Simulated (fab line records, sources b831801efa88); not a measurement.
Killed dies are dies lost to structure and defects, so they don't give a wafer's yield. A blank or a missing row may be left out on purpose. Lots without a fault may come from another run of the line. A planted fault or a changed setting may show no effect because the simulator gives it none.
Chamber matching | flow gf180mcu | GF_CONTACT_CVD_02 on pecvd-03: 3 sister chambers
The step deposits SiO2 from TEOS, target thk 860 nm, time 95.992 s. 3 wafers are shown with their chamber, then 7 later ones without.

WAFERS WITH THEIR CHAMBER
wafer  | chamber | heater_power_w (W)
L942.4 | 0       | 684
L942.5 | 2       | 465
L949.4 | 1       | 544

WAFERS WITHOUT THEIR CHAMBER
wafer  | heater_power_w (W)
L949.6 | 609
L954.2 | 403
L954.4 | 504
L954.6 | 446
L955.4 | 600
L955.5 | 456
L955.6 | 757

WHICH CHAMBER EACH WENT THROUGH
wafer  | from the rows above          | in truth
L949.6 | can't be placed: 1 or 0 or 2 | 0
L954.2 | can't be placed: 2 or 1      | 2
L954.4 | can't be placed: 2 or 1      | 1
L954.6 | can't be placed: 2 or 1      | 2
L955.4 | can't be placed: 1 or 0 or 2 | 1
L955.5 | can't be placed: 2 or 1      | 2
L955.6 | 0                            | 0
Placed correctly: 1 of 7. Can't be placed from these rows: 6 (the true chamber is among the candidates in 6). Placed wrongly: 0.
How it was worked out, from the rows above alone: a wafer's distance from a chamber is the root of the sum, over the readings, of the square of ((its reading less the chamber's mean) divided by the reading's scatter). The wafer belongs to the nearest chamber; if the next one is less than 2 further off, it can't be placed. A chamber's mean is the mean of its shown wafers. The scatter: with one shown wafer a chamber, the root of the mean of the squares of how far each hidden wafer lies from its nearest shown one.
